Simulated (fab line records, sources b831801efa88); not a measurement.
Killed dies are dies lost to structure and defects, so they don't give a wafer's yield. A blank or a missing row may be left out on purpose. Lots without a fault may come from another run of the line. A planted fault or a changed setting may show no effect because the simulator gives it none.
fab line records | flow sky130
record lots=5 wafers=15 last_day=50
route steps=708 shown VIA3@575
lots that met no fault: from a run of the same line without faults
start_h: hours from the record's first day to the start of the lot's first wafer shown | wait_h: hours since the lot's step before | " the same as in the row above | L1.1+2: a row that stands for several wafers | - no value, or no start given | * or withheld: withheld | < > ~ a bound
route shown NAME@n: a module of which the file shows steps, and the number in the route of the first | usual: mean/standard deviation of fault-free wafers | same: alike in all rows | chamber/n: place in a boat | sites: the reading at each site | _std_site: their standard deviation | _edge_site: outer sites' mean less inner sites' | radius_mm: how far each site lies from the wafer's centre | mask NAME#n: copy n | behind: the tool/chamber that last shaped the wafer | hold: why the lot was held/for how many hours/how that ended | device: the transistor (n, p or np) that didn't switch | end of line: the same wafers' tests at the end of the route | a step without rows: its recipe alone | killed: dies lost to structure and defects at the first sort, not the wafer's yield | map: a wafer's dies, x killed, . not, _ none there
set.NAME: the setting as run; set.NAME@STEP: as run at that earlier step | model.NAME: the simulator's own value behind a step, which no gauge read
lots at some steps of the route; a table a step, a row a wafer
services: from which hour (start_h, from the record's first day; less than 0 if before it) a tool's chamber was out of use, for how many hours, and why
## steps
# step SKY_VIA3_CMP_02
# recipe material=SiO2 down_force_psi=4 platen_rpm=60 pad_velocity_m_s=0.94248
# usual motor_current_A=11.9/1.5 slurry_filter_dp_kPa=13.51/0.15
# columns lot.wafer tool chamber start_h wait_h motor_current_A slurry_filter_dp_kPa
L079.4 cmp-02 3 947.78 0.0 11.7 13.44
L079.3 " 1 " " 8.8 13.50
L079.6 " 0 " " 12.0 13.51
L084.2 cmp-01 0 985.50 0.0 12.5 13.49
L084.1 " 1 " " 11.8 13.78
L084.6 " 0 " " 12.6 13.40
L089.2 cmp-02 3 1019.96 0.0 12.2 13.48
L089.4 " 1 " " 8.8 13.57
L089.1 " 2 " " 13.4 13.39
L094.1 cmp-01 0 1040.26 0.1 12.9 13.44
L094.4 " 1 " " 12.4 13.58
L094.6 " 3 " " 10.5 13.45
L096.3 cmp-01 3 1063.12 0.1 10.5 13.42
L096.2 " 1 " " 12.2 13.50
L096.5 " 2 " " 14.7 13.36
# step SKY_VIA3_BOW_MEAS_03
# recipe mode=bow
# usual VIA3_BOW=80/7.2
# columns lot.wafer tool chamber start_h wait_h VIA3_BOW[um]
L079.3 film_metro-02 - 948.12 0.2 81
L079.4 " - " " 72
L079.6 " - " " 88
L084.1 film_metro-01 - 985.80 0.2 75
L084.2 " - " " 72
L084.6 " - " " 67
L089.1 film_metro-02 - 1020.26 0.1 77
L089.2 " - " " 70
L089.4 " - " " 80
L094.1 film_metro-03 - 1040.46 0.1 77
L094.4 " - " " 79
L094.6 " - " " 82
L096.2 film_metro-03 - 1063.39 0.1 81
L096.3 " - " " 91
L096.5 " - " " 91
# step SKY_VIA3_DEHYDRATE_04
# recipe temp_c=200 time_s=60
# usual heater_power_total_W=160.37/0.12 resist_line_temp_C=22.98/0.12
# columns lot.wafer tool chamber start_h wait_h heater_power_total_W resist_line_temp_C
L079.3 litho_track-04 0 959.35 11.2 160.48 22.86
L079.4 " 0 " " 160.32 22.84
L079.6 " 0 " " 160.41 22.96
L084.1 litho_track-03 0 996.96 11.1 160.14 23.01
L084.2 " 0 " " 160.41 22.90
L084.6 " 0 " " 160.30 22.94
L089.1 litho_track-03 0 1030.61 10.3 160.43 23.21
L089.2 " 0 " " 160.32 23.11
L089.4 " 0 " " 160.27 22.92
L094.1 litho_track-03 0 1050.56 10.1 160.31 22.84
L094.4 " 0 " " 160.25 22.73
L094.6 " 0 " " 160.55 22.91
L096.2 litho_track-04 0 1072.68 9.3 160.31 22.99
L096.3 " 0 " " 160.37 22.92
L096.5 " 0 " " 160.43 22.97
# step SKY_VIA3_HMDS_05
# recipe prime_time_s=60 prime_temp_c=120
# usual resist_line_temp_C=22.98/0.095
# columns lot.wafer tool chamber start_h wait_h resist_line_temp_C
L079.3 litho_track-04 0 959.50 0.1 22.99
L079.4 " 0 " " 22.97
L079.6 " 0 " " 22.82
L084.1 litho_track-03 0 997.11 0.1 23.12
L084.2 " 0 " " 23.10
L084.6 " 0 " " 23.06
L089.1 litho_track-03 0 1030.76 0.1 22.84
L089.2 " 0 " " 22.88
L089.4 " 0 " " 22.99
L094.1 litho_track-03 0 1050.71 0.1 22.89
L094.4 " 0 " " 23.06
L094.6 " 0 " " 22.97
L096.2 litho_track-04 0 1072.83 0.1 23.01
L096.3 " 0 " " 22.98
L096.5 " 0 " " 22.96
# step SKY_VIA3_COAT_06
# recipe resist=BARC temp_c=withheld time_s=withheld spin_rpm=3000 resist_thk_nm=60
# usual resist_line_temp_C=* spin_speed_rpm=2999.5/2.3
# columns lot.wafer tool chamber start_h wait_h resist_line_temp_C spin_speed_rpm
L079.3 litho_track-04 0 959.65 0.1 * 2997.7
L079.4 " 0 " " * 3003.8
L079.6 " 0 " " * 2998.7
L084.1 litho_track-03 0 997.26 0.1 * 2999.5
L084.2 " 0 " " * 2999.6
L084.6 " 0 " " * 2997.4
L089.1 litho_track-03 0 1030.91 0.1 * 2997.3
L089.2 " 0 " " * 2997.0
L089.4 " 0 " " * 2999.3
L094.1 litho_track-03 0 1050.86 0.1 * 2999.1
L094.4 " 0 " " * 3002.0
L094.6 " 0 " " * 2998.6
L096.2 litho_track-04 0 1072.98 0.1 * 2998.2
L096.3 " 0 " " * 2998.7
L096.5 " 0 " " * 3003.9
# step SKY_VIA3_COAT_07
# recipe resist=KrF-thick spin_rpm=3000 resist_thk_nm=450
# usual resist_line_temp_C=23.01/0.12 spin_speed_rpm=2999.9/2.3
# columns lot.wafer tool chamber start_h wait_h resist_line_temp_C spin_speed_rpm
L079.3 litho_track-04 0 - - 22.78 3002.6
L079.4 " 0 " " 22.87 2999.0
L079.6 " 0 " " 22.92 2999.0
L084.1 litho_track-03 0 - - 22.99 2999.8
L084.2 " 0 " " 22.92 3000.6
L084.6 " 0 " " 22.83 3001.2
L089.1 litho_track-03 0 - - 23.09 2999.8
L089.2 " 0 " " 23.10 3001.3
L089.4 " 0 " " 23.04 3002.1
L094.1 litho_track-03 0 - - 23.05 2998.9
L094.4 " 0 " " 22.99 3000.0
L094.6 " 0 " " 22.98 2998.9
L096.2 litho_track-04 0 - - 22.93 2999.1
L096.3 " 0 " " 22.90 2997.7
L096.5 " 0 " " 22.92 3006.1
# step SKY_VIA3_SOFTBAKE_08
# recipe temp_c=100 time_s=90 resist=KrF-thick
# usual heater_power_total_W=57.34/0.12 resist_line_temp_C=23.01/0.11
# columns lot.wafer tool chamber start_h wait_h heater_power_total_W resist_line_temp_C
L079.3 litho_track-04 0 - - 57.41 23.01
L079.4 " 0 " " 57.45 23.23
L079.6 " 0 " " 57.20 23.19
L084.1 litho_track-03 0 - - 57.46 22.99
L084.2 " 0 " " 57.24 22.96
L084.6 " 0 " " 57.47 23.10
L089.1 litho_track-03 0 - - 57.17 23.03
L089.2 " 0 " " 57.47 22.81
L089.4 " 0 " " 57.30 22.97
L094.1 litho_track-03 0 - - 57.08 23.17
L094.4 " 0 " " 57.44 23.18
L094.6 " 0 " " 57.44 22.99
L096.2 litho_track-04 0 - - 57.35 23.05
L096.3 " 0 " " 57.25 23.11
L096.5 " 0 " " 57.43 23.09
# step SKY_VIA3_EXPOSE_09
# recipe mask_id=VIM3 na=0.8 source_shape=annular sigma_inner=0.55 sigma_outer=0.85 target_cd_nm=200 dose_mj=38
# usual stage_vel_mm_s=499.94/0.26
# columns lot.wafer tool chamber start_h wait_h mask stage_vel_mm_s
L079.3 krf_scanner-01 0 - - VIM3#0 499.81
L079.4 " 0 " " VIM3#0 499.88
L079.6 " 0 " " VIM3#0 499.97
L084.1 krf_scanner-02 0 - - VIM3#0 500.03
L084.2 " 0 " " VIM3#0 499.88
L084.6 " 0 " " VIM3#0 499.96
L089.1 krf_scanner-01 0 - - VIM3#0 499.70
L089.2 " 0 " " VIM3#0 500.15
L089.4 " 0 " " VIM3#0 499.60
L094.1 krf_scanner-02 0 - - VIM3#0 499.99
L094.4 " 0 " " VIM3#0 500.15
L094.6 " 0 " " VIM3#0 499.65
L096.2 krf_scanner-01 0 - - VIM3#0 499.83
L096.3 " 0 " " VIM3#0 499.94
L096.5 " 0 " " VIM3#0 499.84
# step SKY_VIA3_PEB_10
# recipe peb_temp_c=withheld peb_time_s=withheld resist=KrF-thick
# usual resist_line_temp_C=*
# columns lot.wafer tool chamber start_h wait_h resist_line_temp_C
L079.3 litho_track-03 0 - - *
L079.4 " 0 " " *
L079.6 " 0 " " *
L084.1 litho_track-01 0 - - *
L084.2 " 0 " " *
L084.6 " 0 " " *
L089.1 litho_track-04 0 - - *
L089.2 " 0 " " *
L089.4 " 0 " " *
L094.1 litho_track-03 0 - - *
L094.4 " 0 " " *
L094.6 " 0 " " *
L096.2 litho_track-03 0 - - *
L096.3 " 0 " " *
L096.5 " 0 " " *
# step SKY_VIA3_DEVELOP_11
# recipe develop_time_s=60 resist=KrF-thick dev_temp_c=21
# usual resist_line_temp_C=22.99/0.11
# columns lot.wafer tool chamber start_h wait_h resist_line_temp_C
L079.3 litho_track-03 0 - - 23.01
L079.4 " 0 " " 23.06
L079.6 " 0 " " 23.20
L084.1 litho_track-01 0 - - 23.10
L084.2 " 0 " " 23.13
L084.6 " 0 " " 23.14
L089.1 litho_track-04 0 - - 22.83
L089.2 " 0 " " 22.88
L089.4 " 0 " " 22.84
L094.1 litho_track-03 0 - - 23.08
L094.4 " 0 " " 23.20
L094.6 " 0 " " 23.13
L096.2 litho_track-03 0 - - 23.07
L096.3 " 0 " " 22.88
L096.5 " 0 " " 23.10
# step SKY_VIA3_CD_MEAS_12
# recipe target_cd_nm=200
# usual cd_nm=199.8/1.5
# columns lot.wafer tool chamber start_h wait_h cd_nm
L079.3 cd_sem-02 - 972.55 - 199.2
L079.4 " - " " 200.1
L079.6 " - " " 202.1
L084.1 cd_sem-01 - 1009.11 - 203.5
L084.2 " - " " 202.1
L084.6 " - " " 201.3
L089.1 cd_sem-02 - 1042.81 - 202.2
L089.2 " - " " 200.6
L089.4 " - " " 200.6
L094.1 cd_sem-02 - 1062.86 - 199.2
L094.4 " - " " 199.4
L094.6 " - " " 198.9
L096.2 cd_sem-02 - 1084.73 - 197.8
L096.3 " - " " 199.5
L096.5 " - " " 198.6
# step SKY_VIA3_OVL_MEAS_13
# usual VIA3_OVL=-1/6.7
# columns lot.wafer tool chamber start_h wait_h VIA3_OVL[nm]
L079.3 overlay-01 - 972.64 0.1 -7
L079.4 " - " " -2
L079.6 " - " " -2
L084.1 overlay-01 - 1009.23 0.1 -6
L084.2 " - " " -5
L084.6 " - " " -8
L089.1 overlay-02 - 1042.93 0.1 7
L089.2 " - " " 11
L089.4 " - " " 7
L094.1 overlay-01 - 1062.98 0.1 -3
L094.4 " - " " 4
L094.6 " - " " -3
L096.2 overlay-01 - 1084.83 0.1 -12
L096.3 " - " " 3
L096.5 " - " " -7
# step SKY_VIA3_ETCH_14
# recipe chemistry=N2/H2 target=BARC ion_energy_ev=200 source_w=500 bias_w=100 pressure_mtorr=30 n2_flow_sccm=100 h2_flow_sccm=200 stop_on=SiO2 time_s=45.9 target_depth_a=600
# usual chamber_pressure_mTorr=30.003/0.028 drypump_motor_current_A=5.9/0.34 h2_flow_sccm=200.0/0.63 oes_product_au=0.855/0.0048 throttle_valve_pct=13.225/0.0084
# columns lot.wafer tool chamber start_h wait_h chamber_pressure_mTorr drypump_motor_current_A h2_flow_sccm oes_product_au rf_hours_counter_h throttle_valve_pct
L079.3 rie_diel-02 2 972.66 0.0 30.004 5.7 198.9 0.853 29 13.227
L079.4 " 3 " " 30.033 6.2 199.4 0.855 18 13.232
L079.6 " 2 " " 29.997 5.7 198.9 0.851 - 13.213
L084.1 rie_diel-02 1 1009.27 0.0 29.997 6.0 199.8 0.852 22 13.229
L084.2 " 0 " " 29.992 5.7 200.5 0.854 17 13.217
L084.6 " 3 " " 29.957 6.2 199.4 0.850 - 13.219
L089.1 rie_diel-02 3 1042.96 0.0 29.957 6.2 199.5 0.856 20 13.222
L089.2 " 0 " " 29.988 5.7 200.3 0.852 19 13.227
L089.4 " 1 " " 30.019 6.0 199.3 0.851 - 13.217
L094.1 rie_diel-02 1 1063.01 0.0 29.960 6.0 199.6 0.855 24 13.235
L094.4 " 3 " " 29.996 6.2 200.2 0.849 21 13.215
L094.6 " 2 " " 29.998 5.8 198.7 0.853 - 13.228
L096.2 rie_diel-01 2 1084.86 0.0 30.008 5.5 199.4 0.850 22 13.220
L096.3 " 3 " " 30.001 6.0 199.7 0.861 13 13.229
L096.5 " 0 " " 30.048 5.6 200.8 0.848 - 13.218
# step SKY_VIA3_ETCH_15
# recipe target=SiO2 chemistry=C4F8/O2/Ar target_depth_nm=507 stop_on=TiN mask_material=KrF-thick source_w=1500 bias_w=1200 pressure_mtorr=40 c4f8_flow_sccm=withheld O2_flow_sccm=6 Ar_flow_sccm=300 time_s=78
# usual chamber_pressure_mTorr=40.00/0.035 oes_product_au=0.946/0.0043
# columns lot.wafer tool chamber start_h wait_h chamber_pressure_mTorr oes_product_au rf_hours_counter_h
L079.3 rie_diel-02 2 972.71 0.0 39.99 0.948 29
L079.4 " 3 " " 40.01 0.944 18
L079.6 " 2 " " 39.92 0.951 -
L084.1 rie_diel-02 1 1009.31 0.0 40.04 0.942 22
L084.2 " 0 " " 39.94 0.951 18
L084.6 " 3 " " 39.94 0.945 -
L089.1 rie_diel-02 3 1043.00 0.0 39.99 0.941 20
L089.2 " 0 " " 39.99 0.945 19
L089.4 " 1 " " 40.01 0.937 -
L094.1 rie_diel-02 1 1063.06 0.0 40.00 0.940 24
L094.4 " 3 " " 40.03 0.942 21
L094.6 " 2 " " 39.94 0.945 -
L096.2 rie_diel-01 2 1084.91 0.0 40.01 0.942 22
L096.3 " 3 " " 39.97 0.946 13
L096.5 " 0 " " 39.98 0.945 -
# step SKY_VIA3_STRIP_16
# recipe chemistry=O2/N2 power_w=1400 pressure_mtorr=1500 platen_temp_c=withheld o2_flow_sccm=3000 n2_flow_sccm=300 overash_fraction=0.5
# usual chamber_pressure_mTorr=1500.1/1.5 drypump_motor_current_A=5.4/0.39 oes_product_au=0.402/0.0048 strip_time_to_endpoint_s=4.125/0.022
# columns lot.wafer tool chamber start_h wait_h chamber_pressure_mTorr drypump_motor_current_A oes_product_au rf_hours_counter_h strip_time_to_endpoint_s
L079.3 plasma_asher-02 0 972.80 0.1 1499.5 5.9 0.399 - 4.113
L079.4 " 1 " " 1503.2 5.0 0.397 - 4.121
L079.6 " 0 " " 1501.8 5.9 0.404 - 4.099
L084.1 plasma_asher-01 0 1009.37 0.0 1500.6 5.7 0.400 91 4.139
L084.2 " 1 " " 1497.9 5.6 0.403 91 4.141
L084.6 " 1 " " 1502.8 5.6 0.407 - 4.153
L089.1 plasma_asher-01 1 1043.06 0.0 1497.3 5.6 0.404 94 4.131
L089.2 " 0 " " 1499.6 5.7 0.405 94 4.133
L089.4 " 1 " " 1499.0 5.6 0.403 - 4.150
L094.1 plasma_asher-03 0 1063.12 0.0 1501.6 4.9 0.406 60 4.203
L094.4 " 1 " " 1500.7 5.7 0.397 - 4.144
L094.6 " 0 " " 1500.0 4.9 0.403 - 4.154
L096.2 plasma_asher-02 0 1084.97 0.0 1499.8 5.8 0.406 36 4.154
L096.3 " 0 " " 1502.9 5.9 0.391 - 4.119
L096.5 " 0 " " 1499.1 5.8 0.407 - 4.117
# step SKY_VIA3_STRIP_17
# recipe chemistry=post_etch_residue_remover time_s=1200 temp_c=72.5
# usual temp_c=72.47/0.12
# columns lot.wafer tool chamber start_h wait_h temp_c
L079.3 wet_bench-03 0 972.87 0.0 72.25
L079.4 " 0 " " 72.46
L079.6 " 0 " " 72.62
L084.1 wet_bench-04 2 1009.47 0.1 72.41
L084.2 " 2 " " 72.58
L084.6 " 2 " " 72.49
L089.1 wet_bench-04 2 1043.16 0.1 72.43
L089.2 " 2 " " 72.51
L089.4 " 2 " " 72.54
L094.1 wet_bench-02 1 1063.22 0.1 72.64
L094.4 " 1 " " 72.67
L094.6 " 1 " " 72.41
L096.2 wet_bench-02 3 1085.07 0.1 72.31
L096.3 " 3 " " 72.40
L096.5 " 3 " " 72.27
# step SKY_VIA3_CLEAN_18
# recipe chemistry=IPA time_s=180 temp_c=25
# usual temp_c=24.99/0.1
# columns lot.wafer tool chamber start_h wait_h temp_c
L079.3 wet_bench-04 1 973.21 0.0 25.05
L079.4 " 1 " " 25.00
L079.6 " 1 " " 25.05
L084.1 wet_bench-02 3 1009.81 0.0 24.75
L084.2 " 3 " " 24.95
L084.6 " 3 " " 24.79
L089.1 wet_bench-02 0 1043.51 0.0 25.04
L089.2 " 0 " " 24.98
L089.4 " 0 " " 25.03
L094.1 wet_bench-04 1 1063.56 0.0 24.95
L094.4 " 1 " " 24.80
L094.6 " 1 " " 24.99
L096.2 wet_bench-02 2 1085.41 0.0 25.03
L096.3 " 2 " " 24.85
L096.5 " 2 " " 24.95
# step SKY_VIA3_CLEAN_19
# recipe chemistry=O3/DIW dry=n2_spin
# columns lot.wafer tool chamber start_h wait_h
L079.3+4+6 wet_bench-02 0 973.32 0.0
L084.1+2+6 wet_bench-03 2 1009.88 0.0
L089.1+2+4 wet_bench-02 0 1043.57 0.0
L094.1+4+6 wet_bench-02 3 1063.67 0.0
L096.2+3+5 wet_bench-02 1 1085.47 0.0
# step SKY_VIA3_SPUTTER_20
# recipe material=TiN target_thk_nm=20 chamber_pressure_pa=5 power_w=4000 time_s=80
# usual cathode_dc_power_W=3999.9/0.66 chamber_pressure_pa=5.001/0.0099 throttle_valve_pct=30.2/0.55
# columns lot.wafer tool chamber start_h wait_h cathode_dc_power_W chamber_pressure_pa throttle_valve_pct
L079.3 pvd_sputter-04 - 973.42 0.0 4000.2 4.986 29.9
L079.4 " - " " 4000.4 4.996 30.2
L079.6 " - " " 3999.4 4.994 30.0
L084.1 pvd_sputter-03 - 1009.97 0.0 4000.1 4.993 30.6
L084.2 " - " " 3999.1 5.012 30.1
L084.6 " - " " 3999.3 5.001 30.5
L089.1 pvd_sputter-04 - 1043.67 0.0 3999.8 5.008 30.5
L089.2 " - " " 4001.3 5.006 29.5
L089.4 " - " " 3999.3 5.000 30.2
L094.1 pvd_sputter-02 - 1063.77 0.0 4000.2 5.015 31.0
L094.4 " - " " 4001.5 4.992 30.3
L094.6 " - " " 3999.7 4.998 30.2
L096.2 pvd_sputter-03 - 1085.56 0.0 3999.6 4.992 30.0
L096.3 " - " " 4000.6 4.991 30.0
L096.5 " - " " 4000.8 5.010 29.9
## services
# columns tool chamber start_h hours kind
krf_scanner-02 - 927.92 1.0 pm
krf_scanner-01 - 928.92 4.4 pm
krf_scanner-02 - 931.21 0.4 repair
krf_scanner-01 - 933.30 4.4 pm
krf_scanner-01 - 937.69 1.3 pm
krf_scanner-01 - 939.38 0.5 repair
krf_scanner-01 - 951.74 7.2 pm
cmp-01 - 954.59 2.3 repair
wet_bench-03 - 956.14 1.9 pm
krf_scanner-02 - 958.94 7.2 pm
krf_scanner-02 - 969.16 4.4 pm
cmp-02 - 975.43 6.7 pm
krf_scanner-02 - 984.50 1.3 pm
rie_diel-02 2 988.96 4.2 repair
cmp-01 - 994.39 6.2 repair
cmp-01 - 1000.56 3.0 pm
rie_diel-02 0 1002.51 5.0 repair
krf_scanner-01 - 1010.97 1.0 pm
cmp-01 - 1012.71 1.3 repair
plasma_asher-01 - 1014.60 1.4 repair
krf_scanner-01 - 1036.63 0.8 pm
pvd_sputter-03 - 1046.42 24.0 repair
rie_diel-01 1 1048.36 14.6 repair
krf_scanner-01 - 1071.33 0.8 repair
## key
fault none
